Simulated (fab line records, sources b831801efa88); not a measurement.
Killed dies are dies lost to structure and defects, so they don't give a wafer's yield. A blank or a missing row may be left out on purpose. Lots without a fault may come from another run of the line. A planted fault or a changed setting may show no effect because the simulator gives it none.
Which tool did it? | flow sky130 | 12 lots, 36 wafers sampled, at 5 steps of a route of 708

WHAT THE GAUGES READ, wafer by wafer
The record holds no reading of a measuring or inspecting step that can be judged against a usual standard deviation.

WHICH TOOL RAN EACH LOT (tool, then ch and the chambers of the sampled wafers, then the start)
lot  | SKY_DNWELL_DEVELOP_06            | SKY_METAL2_SPUTTER_03        | SKY_METAL2_STRIP_20                  | SKY_VIA3_CMP_02               | SKY_PAD_OPEN_PROBE_99
L863 | litho_track-02 ch 0, day 3 01:00 | pvd_sputter-02, day 33 23:42 | plasma_asher-04 ch 0,1, day 35 02:40 | cmp-02 ch 0,1,2, day 38 14:24 | -
L865 | litho_track-04 ch 0, day 3 12:00 | pvd_sputter-02, day 34 08:55 | plasma_asher-03 ch 0,1, day 35 12:05 | cmp-01 ch 0,1,3, day 39 00:05 | -
L867 | litho_track-03 ch 0, day 4 05:00 | pvd_sputter-03, day 36 09:12 | plasma_asher-04 ch 0,1, day 37 12:07 | cmp-02 ch 0,2,3, day 40 20:19 | -
L868 | litho_track-02 ch 0, day 4 09:00 | pvd_sputter-03, day 36 03:24 | plasma_asher-03 ch 0,1, day 37 05:51 | cmp-01 ch 0,1,2, day 40 14:36 | -
L869 | litho_track-03 ch 0, day 4 14:00 | pvd_sputter-02, day 36 11:41 | plasma_asher-01 ch 0,1, day 37 14:21 | cmp-01 ch 0,1,2, day 41 02:05 | -
L871 | litho_track-02 ch 0, day 5 01:00 | pvd_sputter-04, day 36 16:10 | plasma_asher-04 ch 0,1, day 37 18:59 | cmp-01 ch 0,1, day 41 02:23   | -
L872 | litho_track-02 ch 0, day 5 05:00 | pvd_sputter-03, day 38 02:01 | plasma_asher-01 ch 0,1, day 39 04:01 | cmp-02 ch 0,1, day 42 09:47   | prober-02, day 49 00:29
L875 | litho_track-02 ch 0, day 5 20:00 | pvd_sputter-02, day 38 04:16 | plasma_asher-01 ch 0,1, day 39 05:41 | cmp-01 ch 0,2, day 42 10:22   | -
L876 | litho_track-02 ch 0, day 6 03:00 | pvd_sputter-02, day 38 07:36 | plasma_asher-01 ch 0, day 39 09:20   | cmp-01 ch 0,2,3, day 42 13:44 | prober-01, day 49 01:50
L877 | litho_track-02 ch 0, day 6 08:00 | pvd_sputter-03, day 38 14:49 | plasma_asher-04 ch 0,1, day 39 16:16 | cmp-02 ch 0,1,3, day 42 20:22 | prober-02, day 49 05:46
L878 | litho_track-02 ch 0, day 6 13:00 | pvd_sputter-03, day 38 12:20 | plasma_asher-04 ch 0,1, day 39 13:45 | cmp-02 ch 0,1,2, day 42 15:40 | prober-01, day 49 02:42
L883 | litho_track-03 ch 0, day 7 18:00 | pvd_sputter-03, day 39 23:16 | plasma_asher-04 ch 0,1, day 40 23:47 | cmp-02 ch 1,2,3, day 44 02:37 | -
- SKY_DNWELL_DEVELOP_06: develop time 60 s.
- SKY_METAL2_SPUTTER_03: material Ti, target thk 5 nm, time 3.3 s.
- SKY_METAL2_STRIP_20: strips in O2/N2.
- SKY_VIA3_CMP_02: polishes SiO2.
- SKY_PAD_OPEN_PROBE_99

WHAT THE TOOLS THEMSELVES READ (means of the sampled wafers that have a number; where no wafer has one, the mark that the record gives instead)
SKY_DNWELL_DEVELOP_06. Usual: developer_temp_C 23.00 C, standard deviation 0.11.
lot  | tool           | developer_temp_C (C) | flag
L863 | litho_track-02 | 23.01                |
L865 | litho_track-04 | 22.92                |
L867 | litho_track-03 | 22.99                |
L868 | litho_track-02 | 22.94                |
L869 | litho_track-03 | 23.04                |
L871 | litho_track-02 | 23.05                |
L872 | litho_track-02 | 22.84                |
L875 | litho_track-02 | 22.95                |
L876 | litho_track-02 | 22.93                |
L877 | litho_track-02 | 23.01                |
L878 | litho_track-02 | 23.00                |
L883 | litho_track-03 | 23.16                |

SKY_METAL2_SPUTTER_03. Usual: cathode_dc_power_W 3000.0 W, standard deviation 0.51; throttle_valve_pct 30.1 %, standard deviation 1.1.
lot  | tool           | cathode_dc_power_W (W) | throttle_valve_pct (%) | flag
L863 | pvd_sputter-02 | 2999.6                 | 31.2                   |
L865 | pvd_sputter-02 | 2999.9                 | 30.8                   |
L867 | pvd_sputter-03 | 3000.3                 | 28.9                   |
L868 | pvd_sputter-03 | 3000.1                 | 29.4                   |
L869 | pvd_sputter-02 | 2999.9                 | 30.8                   |
L871 | pvd_sputter-04 | 3000.3                 | 29.9                   |
L872 | pvd_sputter-03 | 3000.0                 | 29.5                   |
L875 | pvd_sputter-02 | 3000.1                 | 31.3                   |
L876 | pvd_sputter-02 | 3000.0                 | 31.4                   |
L877 | pvd_sputter-03 | 3000.1                 | 29.5                   |
L878 | pvd_sputter-03 | 3000.2                 | 30.2                   |
L883 | pvd_sputter-03 | 3000.4                 | 29.9                   |

SKY_METAL2_STRIP_20. Usual: drypump_motor_current_A 5.8 A, standard deviation 0.41; oes_product_au 0.341 a.u., standard deviation 0.0051; strip_time_to_endpoint_s 2.65 s, standard deviation 0.051.
lot  | tool            | drypump_motor_current_A (A) | oes_product_au (a.u.) | strip_time_to_endpoint_s (s) | flag
L863 | plasma_asher-04 | 5.5                         | 0.337                 | 2.65                         |
L865 | plasma_asher-03 | 6.2                         | 0.339                 | 2.66                         |
L867 | plasma_asher-04 | 5.9                         | 0.343                 | 2.70                         |
L868 | plasma_asher-03 | 6.0                         | 0.344                 | 2.69                         |
L869 | plasma_asher-01 | 5.8                         | 0.342                 | 2.73                         |
L871 | plasma_asher-04 | 5.9                         | 0.341                 | 2.64                         |
L872 | plasma_asher-01 | 5.8                         | 0.340                 | 2.61                         |
L875 | plasma_asher-01 | 5.6                         | 0.345                 | 2.62                         |
L876 | plasma_asher-01 | 5.9                         | 0.343                 | 2.67                         |
L877 | plasma_asher-04 | 5.8                         | 0.336                 | 2.62                         |
L878 | plasma_asher-04 | 5.5                         | 0.342                 | 2.63                         |
L883 | plasma_asher-04 | 5.9                         | 0.342                 | 2.63                         |

SKY_VIA3_CMP_02. Usual: head_pressure_psi 4.001 psi, standard deviation 0.0086; motor_current_A 12.2 A, standard deviation 1.1; platen_rpm 60.00 rpm, standard deviation 0.042.
lot  | tool   | head_pressure_psi (psi) | motor_current_A (A) | platen_rpm (rpm) | flag
L863 | cmp-02 | 3.993                   | 12.8                | 59.99            |
L865 | cmp-01 | 3.995                   | 12.3                | 59.99            |
L867 | cmp-02 | 4.000                   | 11.6                | 60.01            |
L868 | cmp-01 | 4.008                   | 12.7                | 60.05            |
L869 | cmp-01 | 3.999                   | 12.8                | 60.00            |
L871 | cmp-01 | 4.013                   | 11.9                | 60.02            |
L872 | cmp-02 | 3.997                   | 13.3                | 60.00            |
L875 | cmp-01 | 4.010                   | 12.9                | 59.95            |
L876 | cmp-01 | 4.001                   | 12.6                | 59.98            |
L877 | cmp-02 | 4.003                   | 12.0                | 59.96            |
L878 | cmp-02 | 4.000                   | 12.6                | 59.99            |
L883 | cmp-02 | 3.998                   | 11.8                | 60.01            |

SKY_PAD_OPEN_PROBE_99. Usual: killed_at_M0_to_M3 43, standard deviation 7.5; killed_at_M4_up 2.8, standard deviation 1.8; killed_at_contacts 24, standard deviation 5.3; killed_at_front_end 14, standard deviation 4.2; killed_at_other 0.3, standard deviation 0.54; killed_dies 84, standard deviation 9.4; killed_on_rim 16, standard deviation 3.3; killed_open 46, standard deviation 7.1; killed_short 38, standard deviation 6.6.
lot  | tool      | killed_at_M0_to_M3 | killed_at_M4_up | killed_at_contacts | killed_at_front_end | killed_at_other | killed_dies | killed_on_rim | killed_open | killed_short | flag
L872 | prober-02 | 47                 | 2.0             | 24                 | 15                  | 1.0             | 89          | 18            | 45          | 42           |
L876 | prober-01 | 46                 | 2.3             | 16                 | 19                  | 0.0             | 84          | 16            | 46          | 38           |
L877 | prober-02 | 53                 | 5.0             | 27                 | 407                 | 0.7             | 492         | 96            | 53          | 51           | OFF
L878 | prober-01 | 46                 | 4.0             | 20                 | 422                 | 0.7             | 492         | 96            | 46          | 41           | OFF

THE ANSWER, worked out from the rows above alone
Rule: a lot is off if the mean of its wafers that have a number lies more than 3 standard deviations from the usual mean. A lot without any number at a reading at which 4 lots or more have one is off too. The other lots that the step has rows for count as sound. The gauges are gone through in route order, then the tools' own readings, and for those a lot's mean is taken as printed above. The first step at which some lot is off is used, and at that step the reading that is off furthest; a lot without a number counts as furthest.
Off: L877, L878, at SKY_PAD_OPEN_PROBE_99 (killed_at_front_end). Neither off nor sound, because the step has no rows for them: L863, L865, L867, L868, L869, L871, L875, L883.
A tool fits if, at that step or a process step before it, it ran every lot that is off, and no sound lot after the first of them. Can't be told from this: 4 tools fit, litho_track-02 at SKY_DNWELL_DEVELOP_06, pvd_sputter-03 at SKY_METAL2_SPUTTER_03, plasma_asher-04 at SKY_METAL2_STRIP_20, cmp-02 at SKY_VIA3_CMP_02.

WHAT THE SIMULATOR HAD PUT IN
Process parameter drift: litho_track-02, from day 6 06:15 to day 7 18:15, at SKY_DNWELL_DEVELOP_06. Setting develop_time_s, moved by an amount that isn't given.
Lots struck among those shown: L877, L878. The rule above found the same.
